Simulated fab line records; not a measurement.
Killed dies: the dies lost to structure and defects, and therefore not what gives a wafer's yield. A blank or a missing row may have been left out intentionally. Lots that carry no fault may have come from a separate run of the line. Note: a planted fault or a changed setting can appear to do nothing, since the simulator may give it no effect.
What tool caused it? || flow gf180mcu || Sampling: 14 lots, 42 wafers, 5 of 602 route steps

WHAT THE GAUGES READ, wafer by wafer
GF_NWELL_OVL_MEAS_07.
{"lot": "L586", "measured": "day 3 06:46", "on": "overlay-02", "NWELL_OVL (nm)": "-1.0 0.2 -0.5"}
{"lot": "L587", "measured": "day 3 12:35", "on": "overlay-01", "NWELL_OVL (nm)": "0.1 -1.6 0.8"}
{"lot": "L589", "measured": "day 3 22:29", "on": "overlay-01", "NWELL_OVL (nm)": "0.3 1.6 3.4"}
{"lot": "L590", "measured": "day 4 04:26", "on": "overlay-01", "NWELL_OVL (nm)": "2.3 3.0 3.7"}
{"lot": "L591", "measured": "day 4 10:14", "on": "overlay-01", "NWELL_OVL (nm)": "0.9 -0.3 0.7"}
{"lot": "L592", "measured": "day 4 15:14", "on": "overlay-01", "NWELL_OVL (nm)": "-0.5 0.3 0.3"}
{"lot": "L595", "measured": "day 5 08:29", "on": "overlay-01", "NWELL_OVL (nm)": "1.5 -0.7 1.3"}
{"lot": "L596", "measured": "day 5 15:02", "on": "overlay-01", "NWELL_OVL (nm)": "-1.6 -1.2 -0.2"}
{"lot": "L598", "measured": "day 6 01:47", "on": "overlay-02", "NWELL_OVL (nm)": "1.4 0.1 0.7"}
{"lot": "L599", "measured": "day 6 06:08", "on": "overlay-01", "NWELL_OVL (nm)": "2.4 3.3 2.9"}
{"lot": "L604", "measured": "day 7 10:20", "on": "overlay-02", "NWELL_OVL (nm)": "-1.4 -0.5 -1.6"}
{"lot": "L606", "measured": "day 7 19:43", "on": "overlay-02", "NWELL_OVL (nm)": "1.7 -0.4 0.2"}
{"lot": "L607", "measured": "day 8 01:41", "on": "overlay-02", "NWELL_OVL (nm)": "-0.9 -1.3 -1.8"}
{"lot": "L608", "measured": "day 8 08:11", "on": "overlay-02", "NWELL_OVL (nm)": "0.1 -2.2 -1.0"}

GF_VT_IMPLANT_RS_MEAS_48: uses a four-point probe to measure.
{"lot": "L586", "measured": "day 7 13:58", "on": "film-metro-03", "LVPWELL_RS (ohm/sq)": "1199 1194 1197"}
{"lot": "L587", "measured": "day 7 18:41", "on": "film-metro-04", "LVPWELL_RS (ohm/sq)": "1190 1189 1190"}
{"lot": "L589", "measured": "day 8 09:46", "on": "film-metro-04", "LVPWELL_RS (ohm/sq)": "1196 1195 1197"}
{"lot": "L590", "measured": "day 8 15:59", "on": "film-metro-01", "LVPWELL_RS (ohm/sq)": "1203 1198 1198"}
{"lot": "L591", "measured": "day 8 22:59", "on": "film-metro-01", "LVPWELL_RS (ohm/sq)": "1200 1197 1200"}
{"lot": "L592", "measured": "day 9 05:40", "on": "film-metro-01", "LVPWELL_RS (ohm/sq)": "1198 1195 1190"}
{"lot": "L595", "measured": "day 10 01:59", "on": "film-metro-03", "LVPWELL_RS (ohm/sq)": "1201 1202 1201"}
{"lot": "L596", "measured": "day 10 11:00", "on": "film-metro-03", "LVPWELL_RS (ohm/sq)": "1260 1256 1262"}
{"lot": "L598", "measured": "day 10 22:52", "on": "film-metro-03", "LVPWELL_RS (ohm/sq)": "1256 1252 1253"}
{"lot": "L599", "measured": "day 11 03:44", "on": "film-metro-01", "LVPWELL_RS (ohm/sq)": "1247 1249 1250"}
{"lot": "L604", "measured": "day 12 10:50", "on": "film-metro-01", "LVPWELL_RS (ohm/sq)": "1197 1194 1196"}
{"lot": "L606", "measured": "day 12 23:13", "on": "film-metro-03", "LVPWELL_RS (ohm/sq)": "1199 1199 1200"}
{"lot": "L607", "measured": "day 13 04:44", "on": "film-metro-03", "LVPWELL_RS (ohm/sq)": "1196 1198 1198"}
{"lot": "L608", "measured": "day 13 12:54", "on": "film-metro-01", "LVPWELL_RS (ohm/sq)": "1193 1195 1197"}

GF_HV_LDD_CD_MEAS_07: target cd 400 nm.
{"lot": "L586", "measured": "day 10 00:10", "on": "cd-sem-01", "cd-nm (nm)": "404.9 403.5 403.2"}
{"lot": "L587", "measured": "day 10 04:44", "on": "cd-sem-02", "cd-nm (nm)": "399.8 399.6 400.3"}
{"lot": "L589", "measured": "day 10 23:05", "on": "cd-sem-01", "cd-nm (nm)": "402.2 402.7 402.8"}
{"lot": "L590", "measured": "day 11 06:05", "on": "cd-sem-01", "cd-nm (nm)": "400.8 401.5 401.2"}
{"lot": "L591", "measured": "day 11 15:38", "on": "cd-sem-02", "cd-nm (nm)": "402.6 404.7 401.9"}
{"lot": "L592", "measured": "day 12 03:02", "on": "cd-sem-02", "cd-nm (nm)": "399.3 399.9 398.2"}
{"lot": "L595", "measured": "day 13 03:34", "on": "cd-sem-01", "cd-nm (nm)": "402.1 400.6 402.6"}
{"lot": "L596", "measured": "day 13 14:25", "on": "cd-sem-01", "cd-nm (nm)": "402.5 402.2 401.7"}
{"lot": "L598", "measured": "day 13 22:38", "on": "cd-sem-02", "cd-nm (nm)": "401.2 401.1 398.5"}
{"lot": "L599", "measured": "day 14 07:41", "on": "cd-sem-02", "cd-nm (nm)": "399.2 397.5 397.5"}
{"lot": "L604", "measured": "day 15 10:35", "on": "cd-sem-02", "cd-nm (nm)": "397.3 396.3 397.0"}
{"lot": "L606", "measured": "day 16 01:49", "on": "cd-sem-02", "cd-nm (nm)": "397.3 396.3 396.9"}
{"lot": "L607", "measured": "day 16 07:59", "on": "cd-sem-01", "cd-nm (nm)": "399.7 399.4 401.4"}
{"lot": "L608", "measured": "day 16 15:28", "on": "cd-sem-01", "cd-nm (nm)": "399.6 396.9 397.3"}

GF_HV_LDD_OVL_MEAS_08.
{"lot": "L586", "measured": "day 10 00:17", "on": "overlay-01", "HV_LDD_OVL (nm)": "0.3 0.7 1.4"}
{"lot": "L587", "measured": "day 10 04:51", "on": "overlay-01", "HV_LDD_OVL (nm)": "-0.1 -1.4 0.8"}
{"lot": "L589", "measured": "day 10 23:13", "on": "overlay-01", "HV_LDD_OVL (nm)": "-0.8 -1.5 -2.0"}
{"lot": "L590", "measured": "day 11 06:12", "on": "overlay-02", "HV_LDD_OVL (nm)": "-0.9 -0.6 -3.1"}
{"lot": "L591", "measured": "day 11 15:45", "on": "overlay-01", "HV_LDD_OVL (nm)": "1.1 0.6 1.2"}
{"lot": "L592", "measured": "day 12 03:10", "on": "overlay-01", "HV_LDD_OVL (nm)": "1.1 -0.4 1.4"}
{"lot": "L595", "measured": "day 13 03:41", "on": "overlay-02", "HV_LDD_OVL (nm)": "-3.1 -1.1 -1.8"}
{"lot": "L596", "measured": "day 13 14:30", "on": "overlay-02", "HV_LDD_OVL (nm)": "-1.8 -2.2 -0.5"}
{"lot": "L598", "measured": "day 13 22:45", "on": "overlay-01", "HV_LDD_OVL (nm)": "0.2 0.7 -1.2"}
{"lot": "L599", "measured": "day 14 07:46", "on": "overlay-02", "HV_LDD_OVL (nm)": "0.0 0.5 0.3"}
{"lot": "L604", "measured": "day 15 10:42", "on": "overlay-01", "HV_LDD_OVL (nm)": "-2.2 0.4 -2.0"}
{"lot": "L606", "measured": "day 16 01:56", "on": "overlay-01", "HV_LDD_OVL (nm)": "-0.8 -0.5 0.1"}
{"lot": "L607", "measured": "day 16 08:04", "on": "overlay-01", "HV_LDD_OVL (nm)": "0.7 0.7 1.5"}
{"lot": "L608", "measured": "day 16 15:33", "on": "overlay-01", "HV_LDD_OVL (nm)": "-0.3 -1.0 -0.3"}

TOOL THAT RAN EACH LOT (tool first, then ch and the chambers of the sampled wafers, then the start)
{"lot": "L586", "GF_LVPWELL_IMPLANT_08": "implanter-02 ch 0, day 3 20:22"}
{"lot": "L587", "GF_LVPWELL_IMPLANT_08": "implanter-01 ch 0, day 4 01:41"}
{"lot": "L589", "GF_LVPWELL_IMPLANT_08": "implanter-01 ch 0, day 4 12:43"}
{"lot": "L590", "GF_LVPWELL_IMPLANT_08": "implanter-01 ch 0, day 4 18:14"}
{"lot": "L591", "GF_LVPWELL_IMPLANT_08": "implanter-03 ch 0, day 5 00:27"}
{"lot": "L592", "GF_LVPWELL_IMPLANT_08": "implanter-01 ch 0, day 5 05:43"}
{"lot": "L595", "GF_LVPWELL_IMPLANT_08": "implanter-03 ch 0, day 5 23:41"}
{"lot": "L596", "GF_LVPWELL_IMPLANT_08": "implanter-01 ch 0, day 6 06:01"}
{"lot": "L598", "GF_LVPWELL_IMPLANT_08": "implanter-01 ch 0, day 6 17:19"}
{"lot": "L599", "GF_LVPWELL_IMPLANT_08": "implanter-01 ch 0, day 6 21:53"}
{"lot": "L604", "GF_LVPWELL_IMPLANT_08": "implanter-02 ch 0, day 8 02:14"}
{"lot": "L606", "GF_LVPWELL_IMPLANT_08": "implanter-03 ch 0, day 8 13:01"}
{"lot": "L607", "GF_LVPWELL_IMPLANT_08": "implanter-02 ch 0, day 8 18:08"}
{"lot": "L608", "GF_LVPWELL_IMPLANT_08": "implanter-01 ch 0, day 9 00:46"}
- GF_LVPWELL_IMPLANT_08

WHAT THE TOOLS THEMSELVES READ (means of the sampled wafers that have a number; where no wafer has one, the mark that the record gives instead)
GF_LVPWELL_IMPLANT_08.
{"lot": "L586", "tool": "implanter-02", "dose-ions-cm2": 1.5004e+13, "faraday-current-uA": 85.7, "tilt-deg (degrees)": -0.009}
{"lot": "L587", "tool": "implanter-01", "dose-ions-cm2": 1.5008e+13, "faraday-current-uA": 84.8, "tilt-deg (degrees)": 0.008}
{"lot": "L589", "tool": "implanter-01", "dose-ions-cm2": 1.4996e+13, "faraday-current-uA": 83.5, "tilt-deg (degrees)": 0.001}
{"lot": "L590", "tool": "implanter-01", "dose-ions-cm2": 1.5016e+13, "faraday-current-uA": 86.1, "tilt-deg (degrees)": 0.001}
{"lot": "L591", "tool": "implanter-03", "dose-ions-cm2": 1.5001e+13, "faraday-current-uA": 83.4, "tilt-deg (degrees)": -0.017}
{"lot": "L592", "tool": "implanter-01", "dose-ions-cm2": 1.4994e+13, "faraday-current-uA": 84.2, "tilt-deg (degrees)": -0.032}
{"lot": "L595", "tool": "implanter-03", "dose-ions-cm2": 1.4998e+13, "faraday-current-uA": 84.5, "tilt-deg (degrees)": -0.023}
{"lot": "L596", "tool": "implanter-01", "dose-ions-cm2": 1.3646e+13, "faraday-current-uA": 78.1, "tilt-deg (degrees)": 0.019}
{"lot": "L598", "tool": "implanter-01", "dose-ions-cm2": 1.3677e+13, "faraday-current-uA": 76.5, "tilt-deg (degrees)": -0.013}
{"lot": "L599", "tool": "implanter-01", "dose-ions-cm2": 1.3658e+13, "faraday-current-uA": 76.0, "tilt-deg (degrees)": -0.016}
{"lot": "L604", "tool": "implanter-02", "dose-ions-cm2": 1.5011e+13, "faraday-current-uA": 84.0, "tilt-deg (degrees)": -0.026}
{"lot": "L606", "tool": "implanter-03", "dose-ions-cm2": 1.5004e+13, "faraday-current-uA": 85.6, "tilt-deg (degrees)": -0.003}
{"lot": "L607", "tool": "implanter-02", "dose-ions-cm2": 1.4991e+13, "faraday-current-uA": 84.3, "tilt-deg (degrees)": 0.007}
{"lot": "L608", "tool": "implanter-01", "dose-ions-cm2": 1.5004e+13, "faraday-current-uA": 84.0, "tilt-deg (degrees)": 0.023}

THE ANSWER, worked out from the rows above alone
Rule: usual is defined by the lots themselves. The widest of any qualifying gaps counts: lots, ordered by their means at a reading, are off when they make up no more than a third of the lots, leave a main group of 4 or more, and stand apart from it by 3 or more times the standard deviation of that group's means. A main group is skipped when, at the precision printed for the reading in the tables above, its means are all equal. Also off: a lot with no number at a reading for which 4 or more lots have one. The other lots that the step has rows for count as sound. The gauges are gone through in route order, then the tools' own readings, and for those a lot's mean is taken as printed above. The first step at which some lot is off is used, and at that step the reading that is off furthest; a lot without a number counts as furthest.
Off: at GF_VT_IMPLANT_RS_MEAS_48 (LVPWELL_RS), L596, L598, L599. Main group: mean 1197 ohm/sq, sd 3.1.
If a tool, at a process step before that reading, ran all the lots that are off and no sound lot after the first of them, it fits. Not tried: the gauges at GF_VT_IMPLANT_RS_MEAS_48; whatever is off there is also off at GF_LVPWELL_IMPLANT_08, on other tools, and gauge error can't account for it. Not one of the candidates tried fits.

WHAT WAS PUT IN BY THE SIMULATOR
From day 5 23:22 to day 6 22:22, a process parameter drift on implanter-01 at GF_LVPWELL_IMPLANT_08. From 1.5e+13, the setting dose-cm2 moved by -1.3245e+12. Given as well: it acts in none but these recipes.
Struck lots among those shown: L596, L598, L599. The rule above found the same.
